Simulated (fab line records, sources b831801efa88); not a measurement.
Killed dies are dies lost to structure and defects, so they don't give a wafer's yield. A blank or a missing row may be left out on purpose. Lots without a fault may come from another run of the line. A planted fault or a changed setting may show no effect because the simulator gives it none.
fab line records | flow gf180mcu
record lots=5 wafers=15 last_day=34
route steps=602 shown MVSD@77 MVPSD@78 VT_IMPLANT@90
lots that met no fault: from a run of the same line without faults
start_h: hours from the record's first day to the start of the lot's first wafer shown | wait_h: hours since the lot's step before | " the same as in the row above | L1.1+2: a row that stands for several wafers | - no value, or no start given | * or withheld: withheld | < > ~ a bound
route shown NAME@n: a module of which the file shows steps, and the number in the route of the first | usual: mean/standard deviation of fault-free wafers | same: alike in all rows | chamber/n: place in a boat | sites: the reading at each site | _std_site: their standard deviation | _edge_site: outer sites' mean less inner sites' | radius_mm: how far each site lies from the wafer's centre | mask NAME#n: copy n | behind: the tool/chamber that last shaped the wafer | hold: why the lot was held/for how many hours/how that ended | device: the transistor (n, p or np) that didn't switch | end of line: the same wafers' tests at the end of the route | a step without rows: its recipe alone | killed: dies lost to structure and defects at the first sort, not the wafer's yield | map: a wafer's dies, x killed, . not, _ none there
set.NAME: the setting as run; set.NAME@STEP: as run at that earlier step | model.NAME: the simulator's own value behind a step, which no gauge read
lots at some steps of the route; a table a step, a row a wafer
services: from which hour (start_h, from the record's first day; less than 0 if before it) a tool's chamber was out of use, for how many hours, and why
## steps
# step GF_MVSD_TW_MEAS_11
# usual MVSD_TW=1576/11
# columns lot.wafer tool chamber start_h wait_h MVSD_TW
L079.1 film_metro-04 - 111.35 0.1 1592
L079.4 " - " " 1590
L079.5 " - " " 1591
L087.1 film_metro-02 - 158.39 0.1 1572
L087.3 " - " " 1575
L087.5 " - " " 1577
L088.2 film_metro-01 - 166.19 0.1 1569
L088.3 " - " " 1577
L088.5 " - " " 1563
L092.1 film_metro-04 - 187.88 0.1 1579
L092.4 " - " " 1577
L092.5 " - " " 1584
L097.2 film_metro-02 - 216.92 0.1 1569
L097.4 " - " " 1567
L097.6 " - " " 1575
# step GF_MVPSD_DEHYDRATE_00
# recipe temp_c=200 time_s=60
# usual plate_temp_C=199.99/0.16
# columns lot.wafer tool chamber start_h wait_h plate_temp_C
L079.1 litho_track-02 0 118.25 6.9 200.20
L079.4 " 0 " " 200.33
L079.5 " 0 " " 199.90
L087.1 litho_track-02 0 165.60 7.2 200.00
L087.3 " 0 " " 199.73
L087.5 " 0 " " 199.88
L088.2 litho_track-02 0 174.08 7.9 199.98
L088.3 " 0 " " 199.86
L088.5 " 0 " " 199.98
L092.1 litho_track-04 0 196.07 8.2 199.93
L092.4 " 0 " " 200.04
L092.5 " 0 " " 200.04
L097.2 litho_track-03 0 224.50 7.6 199.88
L097.4 " 0 " " 200.04
L097.6 " 0 " " 199.88
# step GF_MVPSD_HMDS_01
# recipe prime_time_s=60 prime_temp_c=120
# same prime_time_s=60
# columns lot.wafer tool chamber start_h wait_h
L079.1+4+5 litho_track-02 0 118.40 0.1
L087.1+3+5 litho_track-02 0 165.75 0.1
L088.2+3+5 litho_track-02 0 174.23 0.1
L092.1+4+5 litho_track-04 0 196.22 0.1
L097.2+4+6 litho_track-03 0 224.65 0.1
# step GF_MVPSD_COAT_02
# recipe spin_rpm=2000 resist_thk_nm=3000
# columns lot.wafer tool chamber start_h wait_h
L079.1+4+5 litho_track-02 0 118.55 0.1
L087.1+3+5 litho_track-02 0 165.90 0.1
L088.2+3+5 litho_track-02 0 174.38 0.1
L092.1+4+5 litho_track-04 0 196.37 0.1
L097.2+4+6 litho_track-03 0 224.80 0.1
# step GF_MVPSD_SOFTBAKE_03
# recipe temp_c=110 time_s=withheld
# usual plate_temp_C=109.97/0.12
# columns lot.wafer tool chamber start_h wait_h plate_temp_C
L079.1 litho_track-02 0 118.70 0.1 109.96
L079.4 " 0 " " 110.11
L079.5 " 0 " " 110.11
L087.1 litho_track-02 0 166.05 0.1 109.92
L087.3 " 0 " " 110.08
L087.5 " 0 " " 110.21
L088.2 litho_track-02 0 174.53 0.1 109.82
L088.3 " 0 " " 110.20
L088.5 " 0 " " 109.97
L092.1 litho_track-04 0 196.52 0.1 110.16
L092.4 " 0 " " 109.87
L092.5 " 0 " " 109.91
L097.2 litho_track-03 0 224.96 0.1 109.89
L097.4 " 0 " " 110.03
L097.6 " 0 " " 109.98
# step GF_MVPSD_EXPOSE_04
# recipe mask_id=MVPSD target_cd_nm=1000 na=0.6 source_shape=conventional sigma_outer=0.6 dose_mj=260
# columns lot.wafer tool chamber start_h wait_h mask
L079.1+4+5 iline_stepper-01 0 - - MVPSD#0
L087.1+3+5 iline_stepper-02 0 - - MVPSD#0
L088.2+3+5 iline_stepper-01 0 - - MVPSD#0
L092.1+4+5 iline_stepper-01 0 - - MVPSD#0
L097.2+4+6 iline_stepper-01 0 - - MVPSD#0
# step GF_MVPSD_PEB_05
# recipe temp_c=115 time_s=withheld
# usual plate_temp_C=114.99/0.12
# columns lot.wafer tool chamber start_h wait_h plate_temp_C
L079.1 litho_track-04 0 - - 114.87
L079.4 " 0 " " 114.99
L079.5 " 0 " " 115.08
L087.1 litho_track-03 0 - - 115.14
L087.3 " 0 " " 115.03
L087.5 " 0 " " 115.25
L088.2 litho_track-04 0 - - 114.89
L088.3 " 0 " " 114.95
L088.5 " 0 " " 114.98
L092.1 litho_track-03 0 - - 115.10
L092.4 " 0 " " 115.06
L092.5 " 0 " " 114.95
L097.2 litho_track-04 0 - - 114.84
L097.4 " 0 " " 114.94
L097.6 " 0 " " 115.03
# step GF_MVPSD_DEVELOP_06
# recipe wall_angle_deg=90 develop_time_s=60 dev_temp_c=23
# same develop_time_s=60
# columns lot.wafer tool chamber start_h wait_h
L079.1+4+5 litho_track-04 0 - -
L087.1+3+5 litho_track-03 0 - -
L088.2+3+5 litho_track-04 0 - -
L092.1+4+5 litho_track-03 0 - -
L097.2+4+6 litho_track-04 0 - -
# step GF_MVPSD_OVL_MEAS_07
# usual MVPSD_OVL=-1.7/1.3
# columns lot.wafer tool chamber start_h wait_h MVPSD_OVL[nm]
L079.1 overlay-01 - 126.37 - -3.0
L079.4 " - " " -3.1
L079.5 " - " " -3.2
L087.1 overlay-01 - 174.53 - -2.1
L087.3 " - " " -1.2
L087.5 " - " " -2.1
L088.2 overlay-01 - 183.02 - -0.8
L088.3 " - " " -3.8
L088.5 " - " " -1.9
L092.1 overlay-01 - 204.88 - -0.8
L092.4 " - " " -0.9
L092.5 " - " " -1.9
L097.2 overlay-01 - 233.97 - -3.4
L097.4 " - " " -1.0
L097.6 " - " " -1.6
# step GF_MVPSD_IMPLANT_08
# recipe species=B energy_kev=170 dose_cm2=1.5e+13 tilt_deg=0
# usual end_station_pressure_torr=5.09e-06/2.8e-07
# columns lot.wafer tool chamber start_h wait_h end_station_pressure_torr
L079.1 implanter-01 0 126.40 0.0 5.67e-06
L079.4 " 0 " " 5.2e-06
L079.5 " 0 " " 5.53e-06
L087.1 implanter-03 0 174.56 0.0 5.05e-06
L087.3 " 0 " " 4.74e-06
L087.5 " 0 " " 4.83e-06
L088.2 implanter-01 0 183.08 0.0 4.53e-06
L088.3 " 0 " " 5.66e-06
L088.5 " 0 " " 5.01e-06
L092.1 implanter-02 0 204.91 0.0 4.9e-06
L092.4 " 0 " " 5.37e-06
L092.5 " 0 " " 5.27e-06
L097.2 implanter-01 0 234.03 0.0 5.05e-06
L097.4 " 0 " " 4.71e-06
L097.6 " 0 " " 5.32e-06
# step GF_MVPSD_IMPLANT_09
# recipe species=B energy_kev=40 dose_cm2=5e+12 tilt_deg=0
# usual end_station_pressure_torr=5.04e-06/2.6e-07
# columns lot.wafer tool chamber start_h wait_h end_station_pressure_torr
L079.1 implanter-01 0 126.55 0.1 4.63e-06
L079.4 " 0 " " 4.68e-06
L079.5 " 0 " " 4.73e-06
L087.1 implanter-03 0 174.71 0.1 5e-06
L087.3 " 0 " " 4.64e-06
L087.5 " 0 " " 4.96e-06
L088.2 implanter-01 0 183.23 0.1 5.5e-06
L088.3 " 0 " " 4.97e-06
L088.5 " 0 " " 5.55e-06
L092.1 implanter-02 0 205.06 0.1 4.95e-06
L092.4 " 0 " " 4.98e-06
L092.5 " 0 " " 5.12e-06
L097.2 implanter-01 0 234.18 0.1 5.02e-06
L097.4 " 0 " " 5.08e-06
L097.6 " 0 " " 4.67e-06
# step GF_MVPSD_STRIP_10
# recipe chemistry=O2/N2 power_w=1400 pressure_mtorr=1500 platen_temp_c=250 o2_flow_sccm=3000 n2_flow_sccm=300 overash_fraction=0.5
# usual drypump_motor_current_A=5.3/0.58 heater_power_w=340/22 oes_product_au=0.723/0.0047 strip_time_to_endpoint_s=36.98/0.099
# same overash_fraction=0.5
# columns lot.wafer tool chamber start_h wait_h drypump_motor_current_A heater_power_w oes_product_au rf_hours_counter_h strip_time_to_endpoint_s
L079.1 plasma_asher-01 0 126.70 0.1 5.6 318 0.719 50 37.02
L079.4 " 0 " " 5.6 319 0.729 - 37.09
L079.5 " 1 " " 5.3 373 0.713 - 37.01
L087.1 plasma_asher-04 0 174.86 0.1 5.0 330 0.717 50 36.95
L087.3 " 1 " " 4.8 347 0.714 - 36.91
L087.5 " 0 " " 5.0 319 0.720 - 36.99
L088.2 plasma_asher-01 1 183.35 0.1 5.3 384 0.718 57 37.05
L088.3 " 1 " " 5.3 379 0.723 - 37.03
L088.5 " 1 " " 5.3 372 0.721 - 37.02
L092.1 plasma_asher-04 1 205.21 0.1 4.8 360 0.718 54 36.92
L092.4 " 1 " " 4.8 352 0.725 - 36.95
L092.5 " 0 " " 5.0 312 0.718 - 36.95
L097.2 plasma_asher-04 0 234.30 0.1 5.0 319 0.720 57 36.74
L097.4 " 0 " " 5.0 323 0.723 - 36.75
L097.6 " 1 " " 4.8 353 0.723 - 36.77
# step GF_MVPSD_TW_MEAS_11
# usual MVPSD_TW=552/3.6
# columns lot.wafer tool chamber start_h wait_h MVPSD_TW
L079.1 film_metro-04 - 126.80 0.1 555
L079.4 " - " " 556
L079.5 " - " " 556
L087.1 film_metro-01 - 174.96 0.1 546
L087.3 " - " " 547
L087.5 " - " " 545
L088.2 film_metro-01 - 183.62 0.2 545
L088.3 " - " " 546
L088.5 " - " " 547
L092.1 film_metro-01 - 205.31 0.1 550
L092.4 " - " " 548
L092.5 " - " " 549
L097.2 film_metro-02 - 234.41 0.1 553
L097.4 " - " " 551
L097.6 " - " " 547
# step GF_VT_IMPLANT_DEHYDRATE_00
# recipe temp_c=200 time_s=60
# usual plate_temp_C=200.01/0.17
# columns lot.wafer tool chamber start_h wait_h plate_temp_C
L079.1 litho_track-02 0 134.05 7.2 199.88
L079.4 " 0 " " 200.36
L079.5 " 0 " " 200.03
L087.1 litho_track-04 0 183.02 8.0 199.75
L087.3 " 0 " " 199.97
L087.5 " 0 " " 199.81
L088.2 litho_track-04 0 191.09 7.5 200.16
L088.3 " 0 " " 200.20
L088.5 " 0 " " 200.07
L092.1 litho_track-01 0 213.39 8.1 200.07
L092.4 " 0 " " 200.28
L092.5 " 0 " " 200.17
L097.2 litho_track-01 0 243.12 8.7 199.94
L097.4 " 0 " " 199.89
L097.6 " 0 " " 199.91
# step GF_VT_IMPLANT_HMDS_01
# recipe prime_time_s=60 prime_temp_c=120
# same prime_time_s=60
# columns lot.wafer tool chamber start_h wait_h
L079.1+4+5 litho_track-02 0 134.20 0.1
L087.1+3+5 litho_track-04 0 183.17 0.1
L088.2+3+5 litho_track-04 0 191.24 0.1
L092.1+4+5 litho_track-01 0 213.54 0.1
L097.2+4+6 litho_track-01 0 243.27 0.1
# step GF_VT_IMPLANT_COAT_02
# recipe resist=NOVOLAK spin_rpm=3000 resist_thk_nm=1000
# columns lot.wafer tool chamber start_h wait_h
L079.1+4+5 litho_track-02 0 134.35 0.1
L087.1+3+5 litho_track-04 0 183.32 0.1
L088.2+3+5 litho_track-04 0 191.39 0.1
L092.1+4+5 litho_track-01 0 213.69 0.1
L097.2+4+6 litho_track-01 0 243.42 0.1
# step GF_VT_IMPLANT_SOFTBAKE_03
# recipe temp_c=90 time_s=60 resist=NOVOLAK
# usual plate_temp_C=89.99/0.11
# columns lot.wafer tool chamber start_h wait_h plate_temp_C
L079.1 litho_track-02 0 134.50 0.1 89.86
L079.4 " 0 " " 89.98
L079.5 " 0 " " 89.99
L087.1 litho_track-04 0 183.47 0.1 90.12
L087.3 " 0 " " 90.01
L087.5 " 0 " " 90.16
L088.2 litho_track-04 0 191.54 0.1 89.82
L088.3 " 0 " " 89.98
L088.5 " 0 " " 90.11
L092.1 litho_track-01 0 213.84 0.1 89.96
L092.4 " 0 " " 90.09
L092.5 " 0 " " 90.10
L097.2 litho_track-01 0 243.57 0.1 89.78
L097.4 " 0 " " 89.98
L097.6 " 0 " " 89.98
# step GF_VT_IMPLANT_EXPOSE_04
# recipe mask_id=LVPWELL_LV_AREA target_cd_nm=600 na=0.6 source_shape=conventional sigma_outer=0.6 dose_mj=140
# columns lot.wafer tool chamber start_h wait_h mask
L079.1+4+5 iline_stepper-02 0 - - LVPWELL_LV_AREA#0
L087.1+3+5 iline_stepper-02 0 - - LVPWELL_LV_AREA#0
L088.2+3+5 iline_stepper-02 0 - - LVPWELL_LV_AREA#0
L092.1+4+5 iline_stepper-01 0 - - LVPWELL_LV_AREA#0
L097.2+4+6 iline_stepper-02 0 - - LVPWELL_LV_AREA#0
# step GF_VT_IMPLANT_PEB_05
# recipe temp_c=withheld time_s=* resist=NOVOLAK
# columns lot.wafer tool chamber start_h wait_h
L079.1+4+5 litho_track-01 0 - -
L087.1+3+5 litho_track-02 0 - -
L088.2+3+5 litho_track-01 0 - -
L092.1+4+5 litho_track-01 0 - -
L097.2+4+6 litho_track-01 0 - -
# step GF_VT_IMPLANT_DEVELOP_06
# recipe develop_time_s=60 dev_temp_c=23
# same develop_time_s=60
# columns lot.wafer tool chamber start_h wait_h
L079.1+4+5 litho_track-01 0 141.70 0.1
L087.1+3+5 litho_track-02 0 191.35 0.1
L088.2+3+5 litho_track-01 0 199.62 0.1
L092.1+4+5 litho_track-01 0 222.69 0.1
L097.2+4+6 litho_track-01 0 252.62 0.1
# step GF_VT_IMPLANT_OVL_MEAS_07
# usual VT_IMPLANT_OVL=-0.3/1.3
# columns lot.wafer tool chamber start_h wait_h VT_IMPLANT_OVL[nm]
L079.1 overlay-01 - 141.85 0.1 1.6
L079.4 " - " " -0.7
L079.5 " - " " 0.0
L087.1 overlay-02 - 191.50 0.1 3.3
L087.3 " - " " 1.0
L087.5 " - " " 3.5
L088.2 overlay-02 - 199.75 0.1 0.7
L088.3 " - " " -0.2
L088.5 " - " " -1.1
L092.1 overlay-01 - 222.84 0.1 1.6
L092.4 " - " " -0.4
L092.5 " - " " 0.0
L097.2 overlay-01 - 252.75 0.1 0.3
L097.4 " - " " -0.2
L097.6 " - " " -0.1
# step GF_VT_IMPLANT_IMPLANT_08
# recipe species=BF2 energy_kev=20 dose_cm2=8.29e+12 tilt_deg=7
# usual end_station_pressure_torr=5.03e-06/2.7e-07
# columns lot.wafer tool chamber start_h wait_h end_station_pressure_torr
L079.1 implanter-02 0 141.88 0.0 4.87e-06
L079.4 " 0 " " 4.93e-06
L079.5 " 0 " " 5.36e-06
L087.1 implanter-02 0 191.54 0.0 5.23e-06
L087.3 " 0 " " 4.89e-06
L087.5 " 0 " " 5.55e-06
L088.2 implanter-04 0 199.81 0.0 5.56e-06
L088.3 " 0 " " 4.84e-06
L088.5 " 0 " " 5.36e-06
L092.1 implanter-01 0 222.88 0.0 5.08e-06
L092.4 " 0 " " 5.15e-06
L092.5 " 0 " " 5.12e-06
L097.2 implanter-02 0 252.80 0.0 5.45e-06
L097.4 " 0 " " 5.09e-06
L097.6 " 0 " " 4.71e-06
# step GF_VT_IMPLANT_STRIP_09
# recipe chemistry=O2/N2 power_w=1400 pressure_mtorr=1500 platen_temp_c=250 o2_flow_sccm=3000 n2_flow_sccm=300 overash_fraction=0.5
# usual drypump_motor_current_A=5.5/0.33 heater_power_w=344/21 oes_product_au=0.716/0.0042 strip_time_to_endpoint_s=12.63/0.041
# same overash_fraction=0.5
# columns lot.wafer tool chamber start_h wait_h drypump_motor_current_A heater_power_w oes_product_au rf_hours_counter_h strip_time_to_endpoint_s
L079.1 plasma_asher-02 0 142.03 0.1 5.5 355 0.714 3 12.69
L079.4 " 1 " " 5.5 335 0.714 - 12.65
L079.5 " 1 " " 5.4 341 0.715 - 12.66
L087.1 plasma_asher-02 0 191.69 0.1 5.5 344 0.721 8 12.62
L087.3 " 0 " " 5.5 341 0.723 - 12.65
L087.5 " 1 " " 5.4 340 0.716 - 12.64
L088.2 plasma_asher-02 1 199.93 0.1 5.4 342 0.716 8 12.62
L088.3 " 1 " " 5.5 358 0.719 - 12.62
L088.5 " 1 " " 5.4 337 0.714 - 12.63
L092.1 plasma_asher-02 0 223.03 0.1 5.5 346 0.717 10 12.59
L092.4 " 0 " " 5.5 345 0.711 - 12.62
L092.5 " 1 " " 5.4 339 0.712 - 12.63
L097.2 plasma_asher-03 1 252.93 0.1 4.8 363 0.716 47 12.59
L097.4 " 0 " " 6.5 320 0.723 - 12.64
L097.6 " 1 " " 4.8 353 0.722 - 12.58
# step GF_VT_IMPLANT_TW_MEAS_10
# usual VT_IMPLANT_TW=560.8/3
# columns lot.wafer tool chamber start_h wait_h VT_IMPLANT_TW
L079.1 film_metro-03 - 142.13 0.1 560.5
L079.4 " - " " 562.5
L079.5 " - " " 559.8
L087.1 film_metro-03 - 191.79 0.1 559.3
L087.3 " - " " 561.7
L087.5 " - " " 557.2
L088.2 film_metro-04 - 200.04 0.1 567.7
L088.3 " - " " 566.1
L088.5 " - " " 567.7
L092.1 film_metro-04 - 223.13 0.1 567.4
L092.4 " - " " 564.4
L092.5 " - " " 568.5
L097.2 film_metro-01 - 253.04 0.1 559.9
L097.4 " - " " 560.5
L097.6 " - " " 559.0
# step GF_VT_IMPLANT_DEHYDRATE_11
# recipe temp_c=200 time_s=60
# usual plate_temp_C=200.02/0.16
# columns lot.wafer tool chamber start_h wait_h plate_temp_C
L079.1 litho_track-04 0 149.42 7.3 199.97
L079.4 " 0 " " 199.85
L079.5 " 0 " " 199.79
L087.1 litho_track-04 0 199.72 7.9 199.83
L087.3 " 0 " " 199.68
L087.5 " 0 " " 199.76
L088.2 litho_track-02 0 207.92 7.9 199.98
L088.3 " 0 " " 200.31
L088.5 " 0 " " 200.19
L092.1 litho_track-04 0 231.42 8.3 200.16
L092.4 " 0 " " 200.09
L092.5 " 0 " " 200.14
L097.2 litho_track-01 0 262.02 9.0 199.89
L097.4 " 0 " " 200.04
L097.6 " 0 " " 200.12
# step GF_VT_IMPLANT_HMDS_12
# recipe prime_time_s=60 prime_temp_c=120
# same prime_time_s=60
# columns lot.wafer tool chamber start_h wait_h
L079.1+4+5 litho_track-04 0 149.57 0.1
L087.1+3+5 litho_track-04 0 199.87 0.1
L088.2+3+5 litho_track-02 0 208.07 0.1
L092.1+4+5 litho_track-04 0 231.57 0.1
L097.2+4+6 litho_track-01 0 262.17 0.1
# step GF_VT_IMPLANT_COAT_13
# recipe resist=NOVOLAK spin_rpm=3000 resist_thk_nm=1000
# columns lot.wafer tool chamber start_h wait_h
L079.1+4+5 litho_track-04 0 149.72 0.1
L087.1+3+5 litho_track-04 0 200.02 0.1
L088.2+3+5 litho_track-02 0 208.22 0.1
L092.1+4+5 litho_track-04 0 231.72 0.1
L097.2+4+6 litho_track-01 0 262.32 0.1
# step GF_VT_IMPLANT_SOFTBAKE_14
# recipe temp_c=90 time_s=60 resist=NOVOLAK
# usual plate_temp_C=90.01/0.13
# columns lot.wafer tool chamber start_h wait_h plate_temp_C
L079.1 litho_track-04 0 149.87 0.1 89.86
L079.4 " 0 " " 90.04
L079.5 " 0 " " 89.85
L087.1 litho_track-04 0 200.17 0.1 90.05
L087.3 " 0 " " 89.88
L087.5 " 0 " " 90.00
L088.2 litho_track-02 0 208.37 0.1 89.99
L088.3 " 0 " " 89.85
L088.5 " 0 " " 90.05
L092.1 litho_track-04 0 231.87 0.1 89.94
L092.4 " 0 " " 89.87
L092.5 " 0 " " 90.00
L097.2 litho_track-01 0 262.47 0.1 89.98
L097.4 " 0 " " 89.91
L097.6 " 0 " " 90.01
# step GF_VT_IMPLANT_EXPOSE_15
# recipe mask_id=Nwell_LV_AREA target_cd_nm=860 na=0.6 source_shape=conventional sigma_outer=0.6 dose_mj=140
# columns lot.wafer tool chamber start_h wait_h mask
L079.1+4+5 iline_stepper-02 0 - - Nwell_LV_AREA#0
L087.1+3+5 iline_stepper-01 0 - - Nwell_LV_AREA#0
L088.2+3+5 iline_stepper-02 0 - - Nwell_LV_AREA#0
L092.1+4+5 iline_stepper-01 0 - - Nwell_LV_AREA#0
L097.2+4+6 iline_stepper-01 0 - - Nwell_LV_AREA#0
# step GF_VT_IMPLANT_PEB_16
# recipe temp_c=withheld time_s=* resist=NOVOLAK
# columns lot.wafer tool chamber start_h wait_h
L079.1+4+5 litho_track-01 0 - -
L087.1+3+5 litho_track-04 0 - -
L088.2+3+5 litho_track-01 0 - -
L092.1+4+5 litho_track-04 0 - -
L097.2+4+6 litho_track-01 0 - -
# step GF_VT_IMPLANT_DEVELOP_17
# recipe develop_time_s=60 dev_temp_c=23
# same develop_time_s=60
# columns lot.wafer tool chamber start_h wait_h
L079.1+4+5 litho_track-01 0 157.70 0.1
L087.1+3+5 litho_track-04 0 208.72 0.1
L088.2+3+5 litho_track-01 0 216.97 0.1
L092.1+4+5 litho_track-04 0 241.17 0.1
L097.2+4+6 litho_track-01 0 271.37 0.1
# step GF_VT_IMPLANT_OVL_MEAS_18
# usual VT_IMPLANT_01_OVL=-0.6/1.3
# columns lot.wafer tool chamber start_h wait_h VT_IMPLANT_01_OVL[nm]
L079.1 overlay-02 - 157.85 0.1 -2.0
L079.4 " - " " -2.5
L079.5 " - " " -2.3
L087.1 overlay-01 - 208.87 0.1 -1.7
L087.3 " - " " -0.2
L087.5 " - " " -0.1
L088.2 overlay-02 - 217.10 0.1 -0.6
L088.3 " - " " 0.2
L088.5 " - " " 1.1
L092.1 overlay-02 - 241.32 0.1 -1.0
L092.4 " - " " 1.6
L092.5 " - " " 2.0
L097.2 overlay-01 - 271.50 0.1 -1.8
L097.4 " - " " -1.0
L097.6 " - " " -0.1
# step GF_VT_IMPLANT_IMPLANT_19
# recipe species=As energy_kev=100 dose_cm2=4.35e+12 tilt_deg=7
# usual end_station_pressure_torr=4.99e-06/2.5e-07
# columns lot.wafer tool chamber start_h wait_h end_station_pressure_torr
L079.1 implanter-04 0 157.88 0.0 5.01e-06
L079.4 " 0 " " 4.88e-06
L079.5 " 0 " " 4.48e-06
L087.1 implanter-02 0 208.90 0.0 5.33e-06
L087.3 " 0 " " 4.94e-06
L087.5 " 0 " " 4.81e-06
L088.2 implanter-01 0 217.16 0.0 5.5e-06
L088.3 " 0 " " 4.89e-06
L088.5 " 0 " " 5.19e-06
L092.1 implanter-01 0 241.35 0.0 5.36e-06
L092.4 " 0 " " 4.73e-06
L092.5 " 0 " " 4.72e-06
L097.2 implanter-01 0 271.55 0.0 5.01e-06
L097.4 " 0 " " 5.09e-06
L097.6 " 0 " " 5.22e-06
# step GF_VT_IMPLANT_STRIP_20
# recipe chemistry=O2/N2 power_w=1400 pressure_mtorr=1500 platen_temp_c=250 o2_flow_sccm=3000 n2_flow_sccm=300 overash_fraction=0.5
# usual drypump_motor_current_A=5.6/0.57 heater_power_w=342/21 oes_product_au=0.717/0.005 strip_time_to_endpoint_s=12.64/0.035
# same overash_fraction=0.5
# columns lot.wafer tool chamber start_h wait_h drypump_motor_current_A heater_power_w oes_product_au rf_hours_counter_h strip_time_to_endpoint_s
L079.1 plasma_asher-01 1 158.03 0.1 5.3 379 0.724 54 12.66
L079.4 " 0 " " 5.6 325 0.716 - 12.70
L079.5 " 1 " " 5.3 370 0.720 - 12.67
L087.1 plasma_asher-01 0 209.05 0.1 5.6 317 0.723 59 12.63
L087.3 " 0 " " 5.6 312 0.704 - 12.61
L087.5 " 1 " " 5.3 383 0.722 - 12.62
L088.2 plasma_asher-03 1 217.28 0.1 4.8 355 0.721 44 12.58
L088.3 " 0 " " 6.5 323 0.718 - 12.58
L088.5 " 0 " " 6.5 317 0.722 - 12.61
L092.1 plasma_asher-03 1 241.50 0.1 4.8 356 0.712 46 12.66
L092.4 " 1 " " 4.8 359 0.720 - 12.65
L092.5 " 1 " " 4.8 356 0.716 - 12.63
L097.2 plasma_asher-02 1 271.68 0.1 5.4 340 0.728 15 12.63
L097.4 " 0 " " 5.5 345 0.726 - 12.64
L097.6 " 0 " " 5.5 335 0.716 - 12.65
# step GF_VT_IMPLANT_TW_MEAS_21
# usual VT_IMPLANT_2_TW=1208/6.7
# columns lot.wafer tool chamber start_h wait_h VT_IMPLANT_2_TW
L079.1 film_metro-03 - 158.13 0.1 1219
L079.4 " - " " 1206
L079.5 " - " " 1214
L087.1 film_metro-03 - 209.15 0.1 1203
L087.3 " - " " 1209
L087.5 " - " " 1210
L088.2 film_metro-01 - 217.39 0.1 1208
L088.3 " - " " 1209
L088.5 " - " " 1208
L092.1 film_metro-03 - 241.60 0.1 1192
L092.4 " - " " 1195
L092.5 " - " " 1198
L097.2 film_metro-03 - 271.79 0.1 1205
L097.4 " - " " 1198
L097.6 " - " " 1200
# step GF_VT_IMPLANT_DEHYDRATE_22
# recipe temp_c=200 time_s=60
# usual plate_temp_C=200.01/0.15
# columns lot.wafer tool chamber start_h wait_h plate_temp_C
L079.1 litho_track-04 0 165.22 7.1 199.60
L079.4 " 0 " " 199.80
L079.5 " 0 " " 199.88
L087.1 litho_track-04 0 217.22 8.1 199.85
L087.3 " 0 " " 200.05
L087.5 " 0 " " 199.95
L088.2 litho_track-01 0 226.12 8.7 200.03
L088.3 " 0 " " 199.87
L088.5 " 0 " " 199.93
L092.1 litho_track-02 0 250.30 8.7 200.06
L092.4 " 0 " " 200.14
L092.5 " 0 " " 200.22
L097.2 litho_track-02 0 281.12 9.3 199.97
L097.4 " 0 " " 200.07
L097.6 " 0 " " 200.03
# step GF_VT_IMPLANT_HMDS_23
# recipe prime_time_s=60 prime_temp_c=120
# same prime_time_s=60
# columns lot.wafer tool chamber start_h wait_h
L079.1+4+5 litho_track-04 0 165.37 0.1
L087.1+3+5 litho_track-04 0 217.37 0.1
L088.2+3+5 litho_track-01 0 226.27 0.1
L092.1+4+5 litho_track-02 0 250.45 0.1
L097.2+4+6 litho_track-02 0 281.27 0.1
# step GF_VT_IMPLANT_COAT_24
# recipe resist=NOVOLAK spin_rpm=3000 resist_thk_nm=1000
# columns lot.wafer tool chamber start_h wait_h
L079.1+4+5 litho_track-04 0 165.52 0.1
L087.1+3+5 litho_track-04 0 217.52 0.1
L088.2+3+5 litho_track-01 0 226.42 0.1
L092.1+4+5 litho_track-02 0 250.60 0.1
L097.2+4+6 litho_track-02 0 281.42 0.1
# step GF_VT_IMPLANT_SOFTBAKE_25
# recipe temp_c=90 time_s=60 resist=NOVOLAK
# usual plate_temp_C=90.02/0.13
# columns lot.wafer tool chamber start_h wait_h plate_temp_C
L079.1 litho_track-04 0 165.67 0.1 90.01
L079.4 " 0 " " 90.02
L079.5 " 0 " " 89.87
L087.1 litho_track-04 0 217.67 0.1 90.13
L087.3 " 0 " " 90.14
L087.5 " 0 " " 90.13
L088.2 litho_track-01 0 226.57 0.1 89.83
L088.3 " 0 " " 90.05
L088.5 " 0 " " 90.07
L092.1 litho_track-02 0 250.75 0.1 89.85
L092.4 " 0 " " 89.95
L092.5 " 0 " " 90.02
L097.2 litho_track-02 0 281.57 0.1 90.00
L097.4 " 0 " " 90.17
L097.6 " 0 " " 90.08
# step GF_VT_IMPLANT_EXPOSE_26
# recipe mask_id=LVPWELL_HV_AREA target_cd_nm=860 na=0.6 source_shape=conventional sigma_outer=0.6 dose_mj=140
# columns lot.wafer tool chamber start_h wait_h mask
L079.1+4+5 iline_stepper-01 0 - - LVPWELL_HV_AREA#0
L087.1+3+5 iline_stepper-02 0 - - LVPWELL_HV_AREA#0
L088.2+3+5 iline_stepper-02 0 - - LVPWELL_HV_AREA#0
L092.1+4+5 iline_stepper-02 0 - - LVPWELL_HV_AREA#0
L097.2+4+6 iline_stepper-01 0 - - LVPWELL_HV_AREA#0
# step GF_VT_IMPLANT_PEB_27
# recipe temp_c=withheld time_s=* resist=NOVOLAK
# columns lot.wafer tool chamber start_h wait_h
L079.1+4+5 litho_track-01 0 - -
L087.1+3+5 litho_track-04 0 - -
L088.2+3+5 litho_track-02 0 - -
L092.1+4+5 litho_track-02 0 - -
L097.2+4+6 litho_track-04 0 - -
# step GF_VT_IMPLANT_DEVELOP_28
# recipe develop_time_s=60 dev_temp_c=23
# same develop_time_s=60
# columns lot.wafer tool chamber start_h wait_h
L079.1+4+5 litho_track-01 0 173.70 0.1
L087.1+3+5 litho_track-04 0 226.52 0.1
L088.2+3+5 litho_track-02 0 235.37 0.1
L092.1+4+5 litho_track-02 0 259.80 0.1
L097.2+4+6 litho_track-04 0 291.24 0.1
## services
# columns tool chamber start_h hours kind
implanter-01 - 97.74 25.5 pm
plasma_asher-02 - 100.66 5.6 repair
plasma_asher-02 - 108.75 9.0 pm
iline_stepper-02 - 122.51 2.0 repair
implanter-01 - 128.80 2.4 repair
plasma_asher-04 - 130.53 3.0 repair
plasma_asher-04 - 133.49 2.8 pm
implanter-04 - 139.99 4.3 pm
implanter-04 - 149.72 5.5 repair
plasma_asher-04 - 150.49 0.6 repair
implanter-01 - 153.27 2.4 pm
plasma_asher-04 - 153.99 1.4 repair
plasma_asher-04 - 158.84 4.2 repair
iline_stepper-02 - 159.74 1.7 pm
implanter-02 - 178.09 2.5 pm
plasma_asher-01 - 178.81 2.8 pm
implanter-03 - 201.84 6.2 repair
implanter-01 - 207.88 2.5 repair
implanter-03 - 220.16 1.7 repair
litho_track-01 - 238.59 - consumable_replace:filter
iline_stepper-01 - 251.88 1.7 pm
implanter-03 - 259.50 5.8 pm
iline_stepper-01 - 267.71 2.1 pm
iline_stepper-02 - 276.16 1.4 repair
## key
fault none
